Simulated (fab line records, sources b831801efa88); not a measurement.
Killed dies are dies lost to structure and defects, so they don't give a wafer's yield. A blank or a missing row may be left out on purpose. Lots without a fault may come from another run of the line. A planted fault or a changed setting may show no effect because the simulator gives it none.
Tool commonality check | flow gf180mcu | 12 lots, 36 wafers sampled

WHY IT WAS OPENED
At GF_SALICIDE_THK_MEAS_05 the reading SALICIDE_TIN_THK is flagged on 2 of 12 lots. Wafers without a fault read 19.8 nm, standard deviation 0.37.
Rule: a lot is flagged when every wafer of it that has a number lies more than 4 standard deviations from that mean, or none has a number. The other lots count as sound.

lot  | measured     | on            | SALICIDE_TIN_THK (nm), wafer by wafer | flag
L735 | day 14 23:16 | film_metro-02 | 20.1 19.9 20.1                        |
L736 | day 15 18:48 | film_metro-04 | 19.7 20.2 20.0                        |
L738 | day 16 01:12 | film_metro-02 | 19.2 20.2 20.0                        |
L739 | day 16 19:22 | film_metro-03 | 19.4 19.7 19.7                        |
L741 | day 17 07:25 | film_metro-04 | 19.6 19.5 19.9                        |
L743 | day 18 02:54 | film_metro-03 | 20.0 19.6 20.1                        |
L744 | day 18 14:06 | film_metro-03 | 20.2 19.7 20.0                        |
L745 | day 18 20:05 | film_metro-04 | 20.4 20.0 20.4                        |
L746 | day 19 05:41 | film_metro-04 | 19.0 19.6 19.1                        |
L756 | day 22 13:43 | film_metro-04 | 18.2 18.3 18.1                        | FLAGGED
L757 | day 22 21:20 | film_metro-02 | 19.4 20.0 19.4                        |
L758 | day 23 05:52 | film_metro-04 | 17.8 18.2 17.6                        | FLAGGED
The numbers of the flagged lots are 18.0 nm on average: -1.8 nm against the usual, or -5 standard deviations.

WHICH TOOL RAN EACH LOT
The record holds 2 process steps before the reading, out of a route of 602 steps. In each cell: the tool, then ch and the chambers that the sampled wafers went through, then the start.
lot  | flag    | GF_HV_LDD_STRIP_22                   | GF_SALICIDE_SPUTTER_03
L735 |         | plasma_asher-03 ch 0,1, day 10 13:19 | pvd_sputter-01, day 14 23:07
L736 |         | plasma_asher-01 ch 0,1, day 11 07:16 | pvd_sputter-03, day 15 18:40
L738 |         | plasma_asher-03 ch 0,1, day 11 13:44 | pvd_sputter-01, day 16 01:02
L739 |         | plasma_asher-02 ch 0,1, day 12 04:31 | pvd_sputter-01, day 16 19:13
L741 |         | plasma_asher-01 ch 0,1, day 12 15:59 | pvd_sputter-02, day 17 07:16
L743 |         | plasma_asher-02 ch 0,1, day 13 08:32 | pvd_sputter-03, day 18 02:46
L744 |         | plasma_asher-02 ch 0,1, day 13 17:55 | pvd_sputter-03, day 18 13:58
L745 |         | plasma_asher-01 ch 0,1, day 13 22:46 | pvd_sputter-03, day 18 19:56
L746 |         | plasma_asher-03 ch 0,1, day 14 08:11 | pvd_sputter-02, day 19 05:31
L756 | FLAGGED | plasma_asher-03 ch 0,1, day 17 08:56 | pvd_sputter-01, day 22 13:34
L757 |         | plasma_asher-02 ch 0,1, day 17 17:20 | pvd_sputter-02, day 22 21:11
L758 | FLAGGED | plasma_asher-02 ch 0,1, day 18 01:17 | pvd_sputter-01, day 23 05:43
What these steps do:
- GF_HV_LDD_STRIP_22: strips in O2/N2.
- GF_SALICIDE_SPUTTER_03: material TiN, target thk 20 nm, time 16.7 s.
- GF_SALICIDE_THK_MEAS_05: measures by xrf.

FLAGGED OVER TOTAL, TOOL BY TOOL (the gauges that took the reading come last)
step                    | tool            | lots run | flagged | share of the flagged lots | sound lots run after its first flagged lot
GF_HV_LDD_STRIP_22      | plasma_asher-01 | 3        | 0       | none                      | -
GF_HV_LDD_STRIP_22      | plasma_asher-02 | 5        | 1       | some                      | 0
GF_HV_LDD_STRIP_22      | plasma_asher-03 | 4        | 1       | some                      | 0
GF_SALICIDE_SPUTTER_03  | pvd_sputter-01  | 5        | 2       | all                       | 0
GF_SALICIDE_SPUTTER_03  | pvd_sputter-02  | 3        | 0       | none                      | -
GF_SALICIDE_SPUTTER_03  | pvd_sputter-03  | 4        | 0       | none                      | -
GF_SALICIDE_THK_MEAS_05 | film_metro-02   | 3        | 0       | none                      | -
GF_SALICIDE_THK_MEAS_05 | film_metro-03   | 3        | 0       | none                      | -
GF_SALICIDE_THK_MEAS_05 | film_metro-04   | 6        | 2       | all                       | 0

WHAT THE TABLE ALLOWS
2 rows of the table ran every flagged lot: pvd_sputter-01 at GF_SALICIDE_SPUTTER_03, film_metro-04 at GF_SALICIDE_THK_MEAS_05.
- pvd_sputter-01 at GF_SALICIDE_SPUTTER_03: 2 of its 5 lots flagged. Its last sound lot is L739 (day 16 19:13), its first flagged lot L756 (day 22 13:34): a fault that began between those two fits. Its own readings lie more than 4 standard deviations out on every wafer of the flagged lots: cathode_dc_power_W.
- film_metro-04 at GF_SALICIDE_THK_MEAS_05: 2 of its 6 lots flagged. Its last sound lot is L746 (day 19 05:41), its first flagged lot L756 (day 22 13:43): a fault that began between those two fits.
Counting lots can't tell these 2 tools apart, because each fits a fault that began at some hour. More lots, or a look at what each step does to the wafer, might.

WHAT THE SIMULATOR HAD PUT IN
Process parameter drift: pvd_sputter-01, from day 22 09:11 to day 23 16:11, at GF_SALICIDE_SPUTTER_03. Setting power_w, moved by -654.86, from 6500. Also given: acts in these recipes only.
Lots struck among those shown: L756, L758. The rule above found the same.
